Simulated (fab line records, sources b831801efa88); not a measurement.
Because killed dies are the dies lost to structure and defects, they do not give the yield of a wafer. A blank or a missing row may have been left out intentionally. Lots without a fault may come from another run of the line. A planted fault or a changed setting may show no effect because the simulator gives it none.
Comparing a struck lot with a sound one -- flow sky130 -- 32 steps out of a route of 708
Sound: these wafers, L161.3, L161.5, L161.6. Struck: wafers L165.2, L165.5 (left out: L165.6, a lot-mate that was not struck); the cause follows at the end.
Per side, at each step with rows, come the tool, then ch with its chambers, and then its first start. Under that, the readings that differ: sound wafers -- struck wafers -- difference of the means -- sigmas: that difference in standard deviations of wafers without a fault.
alike: a reading whose means differ by less than 2 such deviations, as well as words and numbers matching on both sides. not compared: withheld readings; readings where some wafer has no value; bounds like >300 that might hide an equal value; numbers whose values overlap and for which the record gives no deviation.
The two part at a step that has a row with sigmas, a row that says differs or no value, or rows on one side only. Numbers that have no deviation but don't overlap get no sigmas and don't part them. A reading that every wafer of one side lacks parts them only if that side has two wafers or more.

SKY_CONTACT_ETCH_18: etches Si3N4 in CHF3/O2, stops on TiN, time 39 s, target depth 75 nm.
  sound: rie diel-02 ch 0,1; struck: rie diel-04 ch 2
  alike: drypump motor current A, oes product au, throttle valve pct
  not compared: rf hours counter h
then, 5 steps without rows for these wafers: SKY_CONTACT_STRIP_19 (strips in O2/N2); SKY_CONTACT_STRIP_20 (strips in post etch residue remover, time 1200 s); SKY_CONTACT_CLEAN_21 (cleans in IPA, time 180 s); SKY_CONTACT_CLEAN_22 (cleans in O3/DIW); SKY_CONTACT_SPUTTER_23 (material TiN, target thk 20 nm, time 80 s).
SKY_CONTACT_CVD_24: deposits W, target thk 340 nm, time 102.12 s.
  sound on cvd w-01 ch 0, day 33 05:01; struck on cvd w-02 ch 0,1, day 36 16:12
  alike: heater power w
SKY_CONTACT_RS_MEAS_25: measurement is done with a four-point probe.
  sound: film metro-02 at day 33 05:13; struck: film metro-02 at day 36 16:20
  alike: CONTACT_W_RS
SKY_CONTACT_THK_MEAS_26: measures by xrf.
  sound: film metro-02 at day 33 05:19; struck: film metro-02 at day 36 16:26
  alike: CONTACT_W_THK
then, 1 step without rows for these wafers: SKY_CONTACT_CMP_27 (polishes, stops on SiO2, t overpolish 15 s, target thk 0 nm).
SKY_METAL1_SPUTTER_00: material Ti, target thk 15 nm, time 10 s.
  sound: pvd sputter-04 at day 33 05:44; struck: pvd sputter-04 at day 36 16:47
  alike: throttle valve pct
then, 1 step without rows for these wafers: SKY_METAL1_SPUTTER_01 (material TiN, target thk 20 nm, time 16.7 s).
SKY_METAL1_SPUTTER_02: material AlCu, target thk 250 nm, time 13.3 s.
  sound: pvd sputter-04 at day 33 05:47; struck: pvd sputter-04 at day 36 16:50
reading,sound,struck,difference,sigmas
model.AlCu_of_METAL1_SPUTTER_02.thk nm (nm),249.6 250.1 250.8,243.1 243.8,-6.7,
  alike: throttle valve pct
then, 2 steps without rows for these wafers: SKY_METAL1_SPUTTER_03 (material Ti, target thk 5 nm, time 3.3 s); SKY_METAL1_SPUTTER_04 (material TiN, target thk 70 nm, time 58.3 s).
SKY_METAL1_RS_MEAS_05: measurement is done with a four-point probe.
  sound: film metro-03 at day 33 05:55; struck: film metro-04 at day 36 16:57
reading,sound,struck,difference,sigmas
METAL1_ALCU_RS (ohm/sq),0.1266 0.1268 0.1262,0.1305 0.1303,+0.0039,+2
SKY_METAL1_THK_MEAS_06: measures by xrf.
  sound: film metro-03 at day 33 06:01; struck: film metro-04 at day 36 17:04
  alike: METAL1_ALCU_THK
then, 8 steps without rows for these wafers: SKY_METAL1_DEHYDRATE_07 (time 60 s); SKY_METAL1_HMDS_08 (prime time 60 s); SKY_METAL1_COAT_09 (resist thk 60 nm); SKY_METAL1_COAT_10 (resist thk 450 nm); SKY_METAL1_SOFTBAKE_11 (time 90 s); SKY_METAL1_EXPOSE_12 (exposes mask MM1, target cd 140 nm); SKY_METAL1_PEB_13; SKY_METAL1_DEVELOP_14 (develop time 60 s).
SKY_METAL1_CD_MEAS_15: the cd target is 140 nm.
  sound: cd sem-02 at day 34 09:20; struck: cd sem-02 at day 37 19:25
  alike: cd nm
SKY_METAL1_OVL_MEAS_16:
  sound: overlay-02 at day 34 09:25; struck: overlay-02 at day 37 19:31
  alike: METAL1_OVL
SKY_METAL1_DESCUM_17: chemistry O2, time 8 s.
  sound on rie metal-03 ch 1, day 34 09:28; struck on rie metal-04 ch 0, day 37 19:34
  alike: drypump motor current A, oes product au
  not compared: rf hours counter h
SKY_METAL1_ETCH_18: etches BARC in N2/H2, stops on SiO2, time 45.9 s, target depth 60 nm.
  sound on rie metal-03 ch 1, day 34 09:33; struck on rie metal-04 ch 0, day 37 19:38
  alike: drypump motor current A, oes product au, throttle valve pct
  not compared: rf hours counter h
SKY_METAL1_METAL_ETCH_19: etches the open film in Cl2/BCl3, stops on SiO2, target depth 360 nm, time 78 s.
  sound on rie metal-03 ch 1, day 34 09:42; struck on rie metal-04 ch 0, day 37 19:46
reading,sound,struck,difference,sigmas
model.METAL1.feature depth nm (nm),361 360.7 360.2,353.3 354.2,-6.9,
model.etch.depth nm (nm),361 360.7 360.2,353.3 354.2,-6.9,
  alike: drypump motor current A, mfc cl2 sccm, oes product au, throttle valve pct
  not compared: rf hours counter h
then, 1 step without rows for these wafers: SKY_METAL1_STRIP_20 (strips in O2/N2).
-- the record jumps here: 12 days lie between the struck wafers' starts before and after (it left off in module METAL1 and takes up again in module PAD_OPEN, whose first step shown is number 708 of the route) --
SKY_PAD_OPEN_PROBE_99:
  sound: prober-01 at day 46 22:22; struck: prober-02 at day 49 16:15
reading,sound,struck,difference,sigmas
model.etest.met1.rs ohm sq,0.1297 0.1291 0.1283,0.1335 0.1308,+0.0031,
  alike: defect limited yield, killed_at_M0_to_M3, killed_at_M4_up, killed at contacts, killed at front end, killed at other, killed dies, killed on rim, killed open, killed short, sort_bin_3_pad_short, sort_bin_5_function, sort_bin_6_memory, sort n pass, sort yield pct

WHERE THEY PART
Only at SKY_METAL1_RS_MEAS_05, as far as this record shows. Later steps at which nothing parts them and some readings are alike: SKY_METAL1_THK_MEAS_06, SKY_METAL1_CD_MEAS_15, SKY_METAL1_OVL_MEAS_16, SKY_METAL1_DESCUM_17, SKY_METAL1_ETCH_18, SKY_METAL1_METAL_ETCH_19, SKY_PAD_OPEN_PROBE_99.

WHY: whatever the simulator had introduced
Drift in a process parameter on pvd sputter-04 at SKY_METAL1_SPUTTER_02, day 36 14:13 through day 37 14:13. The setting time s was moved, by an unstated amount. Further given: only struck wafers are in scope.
